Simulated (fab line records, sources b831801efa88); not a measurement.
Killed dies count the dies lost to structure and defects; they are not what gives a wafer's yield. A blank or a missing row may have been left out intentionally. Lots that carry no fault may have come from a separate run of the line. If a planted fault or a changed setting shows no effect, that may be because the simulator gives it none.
fab line records -- flow sky130
record: lots: 13, wafers: 39, lastDay: 50
route steps=708 shown SONOS_ONO@171 LDD_P@256 LI_CONTACT@384
lots that met no fault: from a run of the same line without faults
startH: start of the lot's first displayed wafer, in hours after the record's first day -- waitH: hours elapsed since this lot's preceding step -- " identical to the entry in the row above -- L1.1+2: one row covering several wafers at once -- - no value, or no start given -- * or withheld: withheld -- < > ~ a bound
route shown NAME@n: NAME is a module with steps in the file, n the number in the route of the first one -- usual: the fault-free wafers' mean and standard deviation -- same: alike in all rows -- chamber/n: place in a boat -- sites: each site's reading -- _std_site: the standard deviation of these -- _edge_site: outer sites' mean less inner sites' -- radiusMm: how far each site lies from the wafer's centre -- mask NAME#n: copy n -- behind: the last tool/chamber to shape the wafer -- hold: what put the lot on hold/how long, in hours/how the hold closed -- device: names the non-switching transistor (n, p or np) -- end of line: tests of these same wafers at the route's end -- for a step that has no rows: nothing shown but its recipe -- killed: the dies lost at the first sort to structure and to defects; this is not the yield of the wafer -- map: shows each die of a wafer: x if killed, . if not, _ if none is there
set.NAME: setting as actually run; set.NAME@STEP: the setting as run at that earlier step -- model.NAME: the simulator's own value behind a step, which no gauge read
the route's steps for a sample of lots (tables are steps, rows are wafers)
services: a tool's chamber out of use, with start hour (startH, from the record's first day; less than 0 if before it), hours out, and reason
== steps ==
step: SKY_SONOS_ONO_THK_MEAS_03
recipe: reads: Si3N4_of_SONOS_ONO_CVD_02
usual: SONOS_ONO_CVD_02_THK: 10.57/0.16
lot.wafer,tool,chamber,startH,waitH,SONOS_ONO_CVD_02_THK[nm]
L197.2,filmMetro-01,-,250.90,0.0,10.46
L197.5,filmMetro-01,-,250.90,0.0,10.55
L197.6,filmMetro-01,-,250.90,0.0,10.57
L198.1,filmMetro-04,-,256.56,0.0,10.47
L198.2,filmMetro-04,-,256.56,0.0,10.68
L198.3,filmMetro-04,-,256.56,0.0,10.58
L200.1,filmMetro-01,-,269.94,0.0,10.75
L200.3,filmMetro-01,-,269.94,0.0,10.86
L200.4,filmMetro-01,-,269.94,0.0,10.79
L201.1,filmMetro-04,-,277.21,0.0,10.62
L201.2,filmMetro-04,-,277.21,0.0,10.47
L201.5,filmMetro-04,-,277.21,0.0,10.55
L203.1,filmMetro-03,-,295.38,0.0,10.54
L203.2,filmMetro-03,-,295.38,0.0,10.63
L203.6,filmMetro-03,-,295.38,0.0,10.69
L204.1,filmMetro-03,-,305.99,0.0,10.76
L204.2,filmMetro-03,-,305.99,0.0,10.71
L204.5,filmMetro-03,-,305.99,0.0,10.67
L205.1,filmMetro-04,-,333.22,0.0,10.56
L205.4,filmMetro-04,-,333.22,0.0,10.64
L205.6,filmMetro-04,-,333.22,0.0,10.48
L207.2,filmMetro-04,-,337.42,0.0,10.64
L207.3,filmMetro-04,-,337.42,0.0,10.64
L207.6,filmMetro-04,-,337.42,0.0,10.51
L208.1,filmMetro-03,-,339.10,0.0,10.30
L208.4,filmMetro-03,-,339.10,0.0,10.46
L208.6,filmMetro-03,-,339.10,0.0,10.32
L209.2,filmMetro-03,-,353.47,0.0,10.57
L209.3,filmMetro-03,-,353.47,0.0,10.46
L209.6,filmMetro-03,-,353.47,0.0,10.39
L210.3,filmMetro-01,-,356.31,0.0,10.44
L210.4,filmMetro-01,-,356.31,0.0,10.38
L210.6,filmMetro-01,-,356.31,0.0,10.35
L219.1,filmMetro-04,-,425.31,0.0,10.52
L219.3,filmMetro-04,-,425.31,0.0,10.43
L219.5,filmMetro-04,-,425.31,0.0,10.42
L220.2,filmMetro-03,-,436.52,0.0,10.48
L220.3,filmMetro-03,-,436.52,0.0,10.47
L220.6,filmMetro-03,-,436.52,0.0,10.49
step: SKY_LDD_P_HMDS_01
recipe: primeTimeS: 60, primeTempC: 120
usual: primeTempC: 120.00/0.13
lot.wafer,tool,chamber,startH,waitH,primeTempC
L197.2,lithoTrack-03,0,408.19,0.1,120.16
L197.5,lithoTrack-03,0,408.19,0.1,120.02
L197.6,lithoTrack-03,0,408.19,0.1,120.03
L198.1,lithoTrack-02,0,414.05,0.1,120.00
L198.2,lithoTrack-02,0,414.05,0.1,119.88
L198.3,lithoTrack-02,0,414.05,0.1,120.10
L200.1,lithoTrack-01,0,436.11,0.1,119.92
L200.3,lithoTrack-01,0,436.11,0.1,119.96
L200.4,lithoTrack-01,0,436.11,0.1,119.99
L201.1,lithoTrack-03,0,443.86,0.1,119.94
L201.2,lithoTrack-03,0,443.86,0.1,119.94
L201.5,lithoTrack-03,0,443.86,0.1,120.24
L203.1,lithoTrack-01,0,464.91,0.1,120.10
L203.2,lithoTrack-01,0,464.91,0.1,120.15
L203.6,lithoTrack-01,0,464.91,0.1,119.98
L204.1,lithoTrack-02,0,477.95,0.1,120.08
L204.2,lithoTrack-02,0,477.95,0.1,120.16
L204.5,lithoTrack-02,0,477.95,0.1,120.09
L205.1,lithoTrack-01,0,508.01,0.1,119.98
L205.4,lithoTrack-01,0,508.01,0.1,120.14
L205.6,lithoTrack-01,0,508.01,0.1,119.99
L208.1,lithoTrack-03,0,514.46,0.1,119.97
L208.4,lithoTrack-03,0,514.46,0.1,119.90
L208.6,lithoTrack-03,0,514.46,0.1,120.10
L207.2,lithoTrack-02,0,516.38,0.1,120.13
L207.3,lithoTrack-02,0,516.38,0.1,120.04
L207.6,lithoTrack-02,0,516.38,0.1,120.03
L209.2,lithoTrack-02,0,528.73,0.1,119.91
L209.3,lithoTrack-02,0,528.73,0.1,119.78
L209.6,lithoTrack-02,0,528.73,0.1,119.78
L210.3,lithoTrack-03,0,533.01,0.1,119.97
L210.4,lithoTrack-03,0,533.01,0.1,119.69
L210.6,lithoTrack-03,0,533.01,0.1,119.98
L219.1,lithoTrack-02,0,602.55,0.1,118.28
L219.3,lithoTrack-02,0,602.55,0.1,118.43
L219.5,lithoTrack-02,0,602.55,0.1,118.56
L220.2,lithoTrack-02,0,616.83,0.1,118.29
L220.3,lithoTrack-02,0,616.83,0.1,118.34
L220.6,lithoTrack-02,0,616.83,0.1,118.15
step: SKY_LI_CONTACT_RS_MEAS_22
recipe: thkMeasGauge: four-point-probe, reads: W_of_LI_CONTACT_CVD_21+TiN_of_LI_CONTACT_SPUTTER_20+Ti_of_LI_CONTACT_SPUTTER_19
usual: LI_CONTACT_W_RS: 0.287/0.0042
lot.wafer,tool,chamber,startH,waitH,LI_CONTACT_W_RS[ohm/sq]
L197.2,filmMetro-01,-,667.52,0.1,0.287
L197.5,filmMetro-01,-,667.52,0.1,0.291
L197.6,filmMetro-01,-,667.52,0.1,0.287
L198.1,filmMetro-03,-,673.22,0.1,0.282
L198.2,filmMetro-03,-,673.22,0.1,0.283
L198.3,filmMetro-03,-,673.22,0.1,0.287
L200.1,filmMetro-02,-,692.28,0.1,0.287
L200.3,filmMetro-02,-,692.28,0.1,0.287
L200.4,filmMetro-02,-,692.28,0.1,0.290
L201.1,filmMetro-03,-,703.50,0.1,0.296
L201.2,filmMetro-03,-,703.50,0.1,0.290
L201.5,filmMetro-03,-,703.50,0.1,0.293
L203.1,filmMetro-03,-,719.47,0.1,0.287
L203.2,filmMetro-03,-,719.47,0.1,0.291
L203.6,filmMetro-03,-,719.47,0.1,0.289
L204.1,filmMetro-02,-,731.75,0.1,0.293
L204.2,filmMetro-02,-,731.75,0.1,0.295
L204.5,filmMetro-02,-,731.75,0.1,0.293
L205.1,filmMetro-02,-,756.56,0.1,0.282
L205.4,filmMetro-02,-,756.56,0.1,0.281
L205.6,filmMetro-02,-,756.56,0.1,0.282
L208.1,filmMetro-02,-,764.41,0.1,0.289
L208.4,filmMetro-02,-,764.41,0.1,0.292
L208.6,filmMetro-02,-,764.41,0.1,0.286
L207.2,filmMetro-02,-,771.17,0.1,0.279
L207.3,filmMetro-02,-,771.17,0.1,0.282
L207.6,filmMetro-02,-,771.17,0.1,0.285
L209.2,filmMetro-01,-,779.72,0.1,0.284
L209.3,filmMetro-01,-,779.72,0.1,0.281
L209.6,filmMetro-01,-,779.72,0.1,0.282
L210.3,filmMetro-03,-,781.49,0.1,0.284
L210.4,filmMetro-03,-,781.49,0.1,0.288
L210.6,filmMetro-03,-,781.49,0.1,0.285
L219.1,filmMetro-01,-,845.35,0.1,0.285
L219.3,filmMetro-01,-,845.35,0.1,0.287
L219.5,filmMetro-01,-,845.35,0.1,0.286
L220.2,filmMetro-03,-,855.96,0.2,0.293
L220.3,filmMetro-03,-,855.96,0.2,0.288
L220.6,filmMetro-03,-,855.96,0.2,0.292
step: SKY_LI_CONTACT_CMP_24
recipe: stopOn: PSG, tOverpolishS: 20, downForcePsi: 3.5, platenRpm: 60, targetThkNm: 0, padVelocityMS: 0.94248
usual: motorCurrentA: 11.0/1.5, overpolishRunS: 20.000/0.0086, slurryFlowMlMin: 150.0/0.48, timeToEndpointS: 95/3.4
lot.wafer,tool,chamber,startH,waitH,motorCurrentA,overpolishRunS,slurryFlowMlMin,timeToEndpointS
L197.2,cmp-01,1,667.83,0.2,9.1,20.003,149.3,99
L197.5,cmp-01,2,667.83,0.2,10.7,20.019,150.4,92
L197.6,cmp-01,3,667.83,0.2,10.7,19.986,149.1,97
L198.2,cmp-02,2,673.40,0.0,10.4,20.003,149.2,98
L198.3,cmp-02,0,673.40,0.0,13.3,19.985,150.2,93
L198.1,cmp-02,1,673.40,0.0,14.6,20.012,149.4,97
L200.1,cmp-02,0,692.46,0.1,13.8,20.014,149.9,92
L200.3,cmp-02,1,692.46,0.1,13.5,19.997,149.7,96
L200.4,cmp-02,2,692.46,0.1,10.8,19.997,150.5,92
L201.1,cmp-01,0,703.68,0.1,10.9,20.004,149.9,89
L201.2,cmp-01,2,703.68,0.1,11.6,20.006,149.4,92
L201.5,cmp-01,1,703.68,0.1,9.3,20.000,150.1,97
L203.2,cmp-01,1,719.70,0.1,9.0,20.006,149.9,95
L203.1,cmp-01,3,719.70,0.1,10.9,19.990,149.8,95
L203.6,cmp-01,1,719.70,0.1,9.1,19.989,149.8,96
L204.2,cmp-01,2,731.93,0.0,12.0,20.008,150.1,91
L204.1,cmp-01,0,731.93,0.0,10.6,19.999,150.4,91
L204.5,cmp-01,3,731.93,0.0,10.9,20.003,149.9,95
L205.1,cmp-01,2,756.84,0.1,10.9,20.010,150.2,97
L205.4,cmp-01,3,756.84,0.1,10.5,20.012,150.2,96
L205.6,cmp-01,0,756.84,0.1,11.0,20.002,150.5,91
L208.1,cmp-01,0,764.69,0.1,10.9,19.988,149.8,88
L208.4,cmp-01,1,764.69,0.1,9.5,19.999,150.6,93
L208.6,cmp-01,2,764.69,0.1,11.5,19.992,150.3,89
L207.3,cmp-01,0,771.33,0.0,11.5,20.003,150.3,93
L207.2,cmp-01,3,771.33,0.0,10.4,19.975,149.6,101
L207.6,cmp-01,1,771.33,0.0,9.2,20.002,150.8,99
L209.2,cmp-02,2,779.99,0.1,10.0,19.989,149.9,95
L209.3,cmp-02,3,779.99,0.1,9.9,20.005,149.6,93
L209.6,cmp-02,1,779.99,0.1,13.7,20.000,149.4,98
L210.4,cmp-02,1,781.73,0.1,13.8,19.992,150.0,91
L210.3,cmp-02,2,781.73,0.1,10.2,19.989,149.6,95
L210.6,cmp-02,0,781.73,0.1,13.1,20.000,149.1,92
L219.3,cmp-02,2,845.53,0.0,10.7,19.999,148.9,101
L219.1,cmp-02,0,845.53,0.0,14.0,20.009,149.3,101
L219.5,cmp-02,3,845.53,0.0,9.7,20.000,150.8,96
L220.3,cmp-01,0,856.22,0.1,11.1,19.995,150.2,92
L220.2,cmp-01,1,856.22,0.1,9.5,19.990,150.4,101
L220.6,cmp-01,2,856.22,0.1,10.8,20.012,150.1,97
== services ==
tool,chamber,startH,hours,kind
cmp-02,-,404.00,4.0,pm
cmp-01,-,408.00,4.4,pm
cmp-01,-,494.21,2.6,repair
cmp-02,-,545.71,6.2,pm
cmp-01,-,548.98,4.4,repair
cmp-02,-,557.83,0.8,repair
cmp-01,-,572.00,4.0,pm
cmp-01,-,576.00,-,consumableReplace:conditioner
cmp-01,-,576.00,-,consumableReplace:pad
cmp-02,-,577.00,2.8,repair
cmp-01,-,599.06,1.0,repair
cmp-02,-,603.31,0.9,repair
cmp-01,-,612.01,4.2,repair
cmp-01,-,630.68,2.4,repair
cmp-02,-,666.65,2.5,repair
cmp-02,-,681.30,4.5,repair
cmp-01,-,710.58,2.5,repair
cmp-02,-,720.93,5.9,repair
cmp-01,-,734.24,0.6,repair
cmp-02,-,744.00,4.0,pm
cmp-02,-,769.29,1.8,repair
cmp-02,-,775.22,1.1,repair
cmp-01,-,776.88,5.4,pm
cmp-01,-,836.99,4.8,pm
== key ==
firstSign: step: SKY_LDD_P_HMDS_01, reading: primeTempC, direction: down, sigmas: 12, usual: *, struck: *
effect none on later readings
metAt SKY_LDD_P_HMDS_01
struckLots L219,L220
testerLeftOut L219,L220
notActingAt SKY_SONOS_ONO_THK_MEAS_03,SKY_LI_CONTACT_RS_MEAS_22,SKY_LI_CONTACT_CMP_24
onsetBetween 528.73 602.55
fault: kind: processParameterDrift, tool: lithoTrack-02, chamber: -, onsetH: 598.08, steps: SKY_LDD_P_HMDS_01, channel: primeTempC, offset: *, shape: step, endH: 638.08, actsIn: *, stated: *
testerLeftOut: of these lots the tester's yield and bins aren't shown, on N5 and GAA mostly nor the transistor test; their killed dies are dies lost to structure and defects alone, not to doping, threshold or leakage, so they don't give the yield
